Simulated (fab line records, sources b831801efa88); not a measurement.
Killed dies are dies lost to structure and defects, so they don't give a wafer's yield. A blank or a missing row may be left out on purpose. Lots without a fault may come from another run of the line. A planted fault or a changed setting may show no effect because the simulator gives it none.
One fault seen from 2 desks | flow sky130 | each desk has only its own numbers; what lay behind them comes last

THE METROLOGY DESK
What the gauges read, lot by lot, whatever tool the lot ran on: means of the sampled wafers that have a number. A lot is out of limits, marked OUT, if its mean lies more than 4 standard deviations from the usual mean; the brackets give that distance.
Columns: A = LDD_N_TW at SKY_LDD_N_TW_MEAS_17, usual 2588
lot  | first seen here | A
L346 | day 18 00:54    | 2606
L347 | day 18 16:02    | 2582
L348 | day 19 00:34    | 2618
L350 | day 19 13:42    | 2873 (+14) OUT
L351 | day 20 04:07    | 2878 (+14) OUT
L358 | day 22 15:25    | 2604
L359 | day 23 06:34    | 2565
L361 | day 24 01:55    | 2565
L362 | day 24 23:59    | 2565
L364 | day 25 00:55    | 2562
L366 | day 25 14:11    | 2601
This desk's finding: out of limits on L350, L351; first on L350, day 19 13:42 (LDD_N_TW at SKY_LDD_N_TW_MEAS_17). In limits: L346, L347, L348, L358, L359, L361, L362, L364, L366.

THE TOOL OWNER'S DESK: implanter-01
The tool's own readings at SKY_LDD_N_IMPLANT_11: means of the sampled wafers that have a number, for each lot that ran on this tool. A lot is out of limits, marked OUT, if its mean lies more than 4 standard deviations from the usual mean; the brackets give that distance.
Columns: A = beam_on_s at SKY_LDD_N_IMPLANT_11, usual 10.00 s; B = dose_ions_cm2 at SKY_LDD_N_IMPLANT_11, usual 7.499e+13; C = faraday_current_uA at SKY_LDD_N_IMPLANT_11, usual 422
lot  | first seen here | A                       | B                           | C
L346 | day 18 00:03    | 10.13                   | 7.500e+13                   | 418
L347 | day 18 15:14    | 9.80                    | 7.507e+13                   | 431
L350 | day 19 12:51    | 33.52 (+99 or more) OUT | 3.399e+14 (+99 or more) OUT | 571 (+17) OUT
L351 | day 20 03:17    | 33.39 (+99 or more) OUT | 3.398e+14 (+99 or more) OUT | 573 (+17) OUT
L358 | day 22 14:35    | 9.98                    | 7.494e+13                   | 423
L359 | day 23 05:43    | 9.93                    | 7.506e+13                   | 427
L364 | day 25 00:04    | 10.01                   | 7.498e+13                   | 422
L366 | day 25 13:20    | 10.05                   | 7.500e+13                   | 420
This desk's finding: out of limits on L350, L351; first on L350, day 19 12:51 (beam_on_s at SKY_LDD_N_IMPLANT_11). In limits: L346, L347, L358, L359, L364, L366.

PUT TOGETHER
The tool owner's desk could have raised an alarm at day 19 12:51, on L350, L351.
The metrology desk could have raised an alarm at day 19 13:42, on L350, L351.
Of the lots named, all ran SKY_LDD_N_IMPLANT_11 on implanter-01.

WHAT THE SIMULATOR HAD PUT IN
Process parameter drift: implanter-01, from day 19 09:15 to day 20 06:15, at SKY_LDD_N_IMPLANT_11. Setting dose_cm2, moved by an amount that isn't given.
Lots struck among those shown: L350, L351.
Hours from the fault's start to each desk's first reading out of limits: the tool owner's desk, 4; the metrology desk, 4.
